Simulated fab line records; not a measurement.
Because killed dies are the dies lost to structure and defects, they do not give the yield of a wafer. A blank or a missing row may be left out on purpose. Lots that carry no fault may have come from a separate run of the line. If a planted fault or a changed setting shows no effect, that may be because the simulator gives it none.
Struck lot and sound lot, side by side | flow sky130 | 34 steps out of a route of 708
Sound: wafers L786.1, L786.2, L786.4. Struck: wafers L793.1, L793.2, L793.4. The cause is named last.
Each step with rows lists, per side, the tool, then ch with its chambers, then its first start. Under that, the readings that differ: sound wafers | struck wafers | difference of the means | sigmas: that difference in standard deviations of wafers without a fault.
alike: readings with means less than 2 such deviations apart, plus words and numbers identical on both sides. not compared: withheld readings, readings lacking a value on some wafer, bounds such as >300 that could conceal the same value, and numbers that have no deviation in the record and whose values overlap.
Wherever a step has rows on one side only, a row that says differs or no value, or a row with sigmas, the two part there. When numbers do not overlap yet have no deviation, they are printed without sigmas and do not part them. Lack of a reading on every wafer of one side parts them only where that side has two or more wafers.

first, 7 steps without rows for these wafers: SKY_SONOS_TUNNEL_DEVELOP_06 (develop time 60 s); SKY_SONOS_TUNNEL_IMPLANT_09; SKY_SONOS_TUNNEL_WET_ETCH_10 (etches SiO2 in dHF, target depth 14 nm, time 280 s); SKY_SONOS_TUNNEL_STRIP_11 (strips in SPM, time 600 s); SKY_SONOS_TUNNEL_CLEAN_13 (cleans in dHF, time 20 s); SKY_SONOS_ONO_OXIDATION_00 (stabilise 600 s, purge 300 s, target thk 2.6 nm); SKY_SONOS_ONO_CVD_02 (deposits Si3N4 from DCS/NH3, target thk 10.5 nm, time 180 s).
SKY_SONOS_ONO_CVD_04: deposits SiO2 from SiH4/N2O, target thk 5.7199 nm.
  sound on lpcvd-03 ch 1, day 11 14:44; struck on lpcvd-03 ch 0, day 15 00:20
  reading                                    | sound             | struck            | difference | sigmas
  spike_tc_bottom_C (C)                      | 913 912 914       | 972 972 972       | +59        | +13
  spike_tc_centre_C (C)                      | 901.1 901.5 900.2 | 951.0 949.5 949.9 | +49.2      | +45
  spike_tc_lower_C (C)                       | 897.8 898.9 896.7 | 950.4 946.3 950.6 | +51.3      | +32
  spike_tc_top_C (C)                         | 907 908 905       | 967 966 968       | +60        | +14
  spike_tc_upper_C (C)                       | 902.3 903.3 900.4 | 948.3 947.6 947.9 | +45.9      | +29
  susceptor_temp_C (C)                       | 900.4 900.0 900.5 | 949.4 949.6 949.6 | +49.2      | +99 or more
  zone_power_bottom_pct (%)                  | 23.0 23.3 23.0    | 29.7 29.5 29.5    | +6.5       | +5
  zone_power_centre_pct (%)                  | 22.46 22.30 22.98 | 25.53 26.39 26.04 | +3.41      | +14
  zone_power_lower_pct (%)                   | 19.1 18.7 18.7    | 24.3 24.2 24.1    | +5.4       | +4
  zone_power_top_pct (%)                     | 29.5 29.4 29.7    | 31.2 31.5 31.6    | +1.9       | +3
  model.SiO2_of_SONOS_ONO_CVD_04.thk_nm (nm) | 5.657 5.692 5.798 | 9.393 9.25 9.267  | +3.588     |
SKY_SONOS_ONO_THK_MEAS_05:
  sound on film_metro-04 at day 11 15:59; struck on film_metro-02 at day 15 02:13
  reading                   | sound          | struck         | difference | sigmas
  SONOS_ONO_CVD_04_THK (nm) | 5.64 5.69 5.81 | 9.40 9.22 9.28 | +3.59      | +40
then, 23 steps without rows for these wafers: SKY_SONOS_ONO_DEHYDRATE_06 (time 60 s); SKY_SONOS_ONO_HMDS_07 (prime time 60 s); SKY_SONOS_ONO_COAT_08 (resist thk 1140 nm); SKY_SONOS_ONO_SOFTBAKE_09 (time 60 s); SKY_SONOS_ONO_EXPOSE_10 (exposes mask ONOM, target cd 410 nm); SKY_SONOS_ONO_PEB_11; SKY_SONOS_ONO_DEVELOP_12 (develop time 60 s); SKY_SONOS_ONO_ETCH_15 (etches the open film in CHF3/O2, target depth 19.52 nm, time 7.8 s); SKY_SONOS_ONO_WET_ETCH_16 (etches SiO2 in dHF, target depth 14 nm, time 280 s); SKY_SONOS_ONO_STRIP_17 (strips in O2/N2); SKY_SONOS_ONO_WET_ETCH_18 (etches Si3N4 in H3PO4, target depth 15 nm, time 172 s); SKY_GATE_OXIDE_CLEAN_00 (cleans in SC1/SC2, time 150 s); SKY_GATE_OXIDE_OXIDATION_01 (stabilise 600 s, purge 300 s, target thk 10.268 nm); SKY_GATE_OXIDE_DEHYDRATE_03 (time 60 s); SKY_GATE_OXIDE_HMDS_04 (prime time 60 s); SKY_GATE_OXIDE_COAT_05 (resist thk 1140 nm); SKY_GATE_OXIDE_SOFTBAKE_06 (time 60 s); SKY_GATE_OXIDE_EXPOSE_07 (exposes mask LVOM, target cd 600 nm); SKY_GATE_OXIDE_PEB_08; SKY_GATE_OXIDE_DEVELOP_09 (develop time 60 s); SKY_GATE_OXIDE_IMPLANT_11; SKY_GATE_OXIDE_WET_ETCH_12 (etches SiO2 in dHF, target depth 16.8 nm, time 336 s); SKY_GATE_OXIDE_STRIP_13 (strips in O2/N2).
-- the record jumps here: 3 days lie between the struck wafers' starts before and after --
SKY_GATE_OXIDE_CLEAN_15: cleans in SC1/SC2, time 150 s.
  sound on wet_bench-04 ch 1, day 13 23:13; struck on wet_bench-03 ch 3, day 17 16:13
  reading                                    | sound             | struck            | difference | sigmas
  model.SiO2_of_SONOS_ONO_CVD_04.thk_nm (nm) | 4.139 4.164 4.278 | 7.881 7.735 7.753 | +3.596     |
following that, these wafers have no rows for 1 step: SKY_PAD_OPEN_PROBE_99.

== WHERE THEY PART ==
Last at SKY_SONOS_ONO_THK_MEAS_05 as far as this record goes, first at SKY_SONOS_ONO_CVD_04.

WHY: what had been put in by the simulator
lpcvd-03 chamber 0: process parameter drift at SKY_SONOS_ONO_CVD_04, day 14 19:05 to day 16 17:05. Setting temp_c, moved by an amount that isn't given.
